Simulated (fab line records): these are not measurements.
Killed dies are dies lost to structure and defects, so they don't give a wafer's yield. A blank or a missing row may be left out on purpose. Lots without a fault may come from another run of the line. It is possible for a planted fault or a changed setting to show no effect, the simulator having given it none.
Which tool was responsible? -- flow gf180mcu -- 39 wafers from 13 lots sampled at 5 of the route's 602 steps

## WHAT EACH GAUGE READ, for each wafer
GF_VT_IMPLANT_RS_MEAS_47: a four-point-probe measurement.
lot,measured,on,NWELL_RS (ohm/sq)
L809,day 7 20:33,film-metro-01,490.1 489.4 489.0
L810,day 8 02:40,film-metro-01,487.0 487.9 488.8
L811,day 8 07:49,film-metro-01,487.1 487.0 486.0
L812,day 8 12:03,film-metro-03,489.3 489.1 489.5
L813,day 8 18:59,film-metro-02,486.7 487.7 487.0
L814,day 9 01:58,film-metro-02,485.9 486.5 486.6
L815,day 9 10:14,film-metro-01,489.2 488.8 488.9
L821,day 10 23:21,film-metro-01,488.6 489.8 488.6
L824,day 12 01:41,film-metro-01,489.4 489.2 490.9
L825,day 12 17:12,film-metro-02,487.1 486.7 488.8
L826,day 12 18:10,film-metro-03,489.5 490.1 490.9
L827,day 13 08:18,film-metro-02,487.0 487.6 487.9
L831,day 14 05:17,film-metro-02,489.1 489.4 489.6

GF_VT_IMPLANT_RS_MEAS_48: a four-point-probe measurement.
lot,measured,on,LVPWELL_RS (ohm/sq)
L809,day 7 20:40,film-metro-01,1192.8 1194.8 1197.0
L810,day 8 02:47,film-metro-01,1200.2 1194.3 1192.4
L811,day 8 07:56,film-metro-01,1196.1 1194.1 1192.2
L812,day 8 12:10,film-metro-03,1194.9 1195.3 1193.2
L813,day 8 19:06,film-metro-02,1201.3 1196.8 1203.2
L814,day 9 02:05,film-metro-02,1192.3 1198.2 1198.9
L815,day 9 10:22,film-metro-01,1196.2 1195.6 1194.6
L821,day 10 23:28,film-metro-01,1231.5 1229.7 1229.4
L824,day 12 01:49,film-metro-01,1229.3 1227.7 1227.6
L825,day 12 17:19,film-metro-02,1193.0 1195.3 1196.0
L826,day 12 18:17,film-metro-03,1196.4 1199.7 1198.6
L827,day 13 08:25,film-metro-02,1196.3 1194.3 1199.3
L831,day 14 05:24,film-metro-02,1197.1 1197.0 1196.6

GF_POLY_GATE_CD_MEAS_10: target cd 280 nm.
lot,measured,on,cd-nm (nm)
L809,day 9 12:14,cd-sem-02,278.7 277.1 278.8
L810,day 9 18:23,cd-sem-02,279.7 280.8 279.4
L811,day 9 23:32,cd-sem-02,279.8 279.9 280.9
L812,day 10 04:04,cd-sem-01,281.9 280.8 281.8
L813,day 10 12:44,cd-sem-01,280.4 280.8 280.5
L814,day 10 18:29,cd-sem-02,280.1 279.1 279.8
L815,day 11 03:50,cd-sem-01,278.8 279.6 280.0
L821,day 12 18:16,cd-sem-01,280.7 281.6 281.8
L824,day 13 22:41,cd-sem-01,279.7 278.3 278.7
L825,day 14 14:31,cd-sem-02,280.2 281.2 280.9
L826,day 14 16:08,cd-sem-02,280.5 279.8 277.9
L827,day 15 07:53,cd-sem-02,280.2 279.5 278.4
L831,day 16 07:12,cd-sem-01,279.8 279.6 280.7

## TOOL THAT RAN EACH LOT (tool first, then ch and the chambers of the sampled wafers, then the start)
lot,GF_STI_STRIP_15,GF_LVPWELL_IMPLANT_08
L809,"plasma-asher-03 ch 0,1, day 2 08:40","implanter-01 ch 0, day 4 04:53"
L810,"plasma-asher-04 ch 0,1, day 2 11:59","implanter-04 ch 0, day 4 10:15"
L811,"plasma-asher-01 ch 0, day 2 16:32","implanter-01 ch 0, day 4 13:19"
L812,"plasma-asher-04 ch 0,1, day 2 21:43","implanter-01 ch 0, day 4 18:23"
L813,"plasma-asher-04 ch 0,1, day 3 02:30","implanter-01 ch 0, day 5 00:18"
L814,"plasma-asher-03 ch 0,1, day 3 08:47","implanter-03 ch 0, day 5 05:39"
L815,"plasma-asher-04 ch 0,1, day 3 14:01","implanter-03 ch 0, day 5 11:21"
L821,"plasma-asher-04 ch 0,1, day 4 20:02","implanter-03 ch 0, day 6 18:00"
L824,"plasma-asher-01 ch 0,1, day 5 11:16","implanter-03 ch 0, day 7 14:40"
L825,"plasma-asher-03 ch 0,1, day 5 18:14","implanter-04 ch 0, day 8 05:00"
L826,"plasma-asher-04 ch 0,1, day 5 22:49","implanter-01 ch 0, day 8 05:25"
L827,"plasma-asher-01 ch 0,1, day 6 05:50","implanter-04 ch 0, day 8 17:45"
L831,"plasma-asher-01 ch 0,1, day 7 03:19","implanter-01 ch 0, day 9 11:18"
- GF_STI_STRIP_15: strips in O2/N2.
- GF_LVPWELL_IMPLANT_08

## AS READ BY THE TOOLS THEMSELVES (means over the sampled wafers that have a number; for cases with no such wafer, the mark the record gives instead)
GF_STI_STRIP_15.
lot,tool,drypump-motor-current-A (A),heater-power-w (W),n2-flow-sccm (sccm),oes-product-au (a.u.),platen-temp-c (C),strip-time-to-endpoint-s (s)
L809,plasma-asher-03,5.75,378,300.1,0.381,249.86,3.74
L810,plasma-asher-04,6.02,327,299.6,0.380,249.94,3.75
L811,plasma-asher-01,5.68,292,300.0,0.382,250.17,3.73
L812,plasma-asher-04,6.04,331,301.3,0.381,250.21,3.76
L813,plasma-asher-04,5.95,325,299.9,0.380,249.94,3.74
L814,plasma-asher-03,5.76,377,300.3,0.382,249.99,3.76
L815,plasma-asher-04,5.99,330,300.5,0.387,249.87,3.71
L821,plasma-asher-04,6.04,328,299.5,0.384,250.30,3.77
L824,plasma-asher-01,5.66,319,300.5,0.388,250.00,3.74
L825,plasma-asher-03,5.77,382,300.2,0.385,250.13,3.74
L826,plasma-asher-04,5.97,335,300.2,0.383,249.91,3.70
L827,plasma-asher-01,5.68,337,300.3,0.384,249.86,3.74
L831,plasma-asher-01,5.66,315,299.3,0.388,250.03,3.70

GF_LVPWELL_IMPLANT_08.
lot,tool,beam-energy-keV
L809,implanter-01,170.01
L810,implanter-04,169.94
L811,implanter-01,170.03
L812,implanter-01,170.00
L813,implanter-01,169.98
L814,implanter-03,170.02
L815,implanter-03,170.02
L821,implanter-03,148.58
L824,implanter-03,148.58
L825,implanter-04,169.98
L826,implanter-01,170.02
L827,implanter-04,170.02
L831,implanter-01,170.01

## THE ANSWER, worked out from the rows above alone
Rule: usual is defined by the lots themselves. The widest of any qualifying gaps counts: lots, ordered by their means at a reading, are off when they make up no more than a third of the lots, leave a main group of 4 or more, and stand apart from it by 3 or more times the standard deviation of that group's means. Not used: any main group whose means are identical at the precision the tables above print for the reading. A lot without any number at a reading at which 4 lots or more have one is off too. Any other lot the step has rows for is counted as sound. After the gauges, taken in route order, come the tools' own readings; for these a lot's mean is taken, as printed above. The first step at which some lot is off is used, and at that step the reading that is off furthest; a lot without a number counts as furthest.
Off: at GF_VT_IMPLANT_RS_MEAS_48 (LVPWELL_RS), L821, L824. The main group has a mean of 1196.2 ohm/sq with a standard deviation of 1.8.
If a tool, at a process step before that reading, ran all the lots that are off and no sound lot after the first of them, it fits. Not tried: the gauges at GF_VT_IMPLANT_RS_MEAS_48; whatever is off there is also off at GF_LVPWELL_IMPLANT_08, on other tools, and gauge error can't account for it. One candidate fits, namely implanter-03 at GF_LVPWELL_IMPLANT_08. Its last sound lot is L815 (day 5 11:21), its first lot that is off L821 (day 6 18:00): a fault that began between those two fits.
The tool's own readings at GF_LVPWELL_IMPLANT_08 bear it out: on the lots that are off they differ by more than 5 times the standard deviation of the sound lots' means. beam-energy-keV reads 148.58 there against 170.00 on the sound lots.

## WHAT THE SIMULATOR HAD PUT IN
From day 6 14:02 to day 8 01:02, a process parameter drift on implanter-03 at GF_LVPWELL_IMPLANT_08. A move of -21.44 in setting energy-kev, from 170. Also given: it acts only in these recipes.
Lots struck among those shown: L821, L824. The rule above reached the same finding.
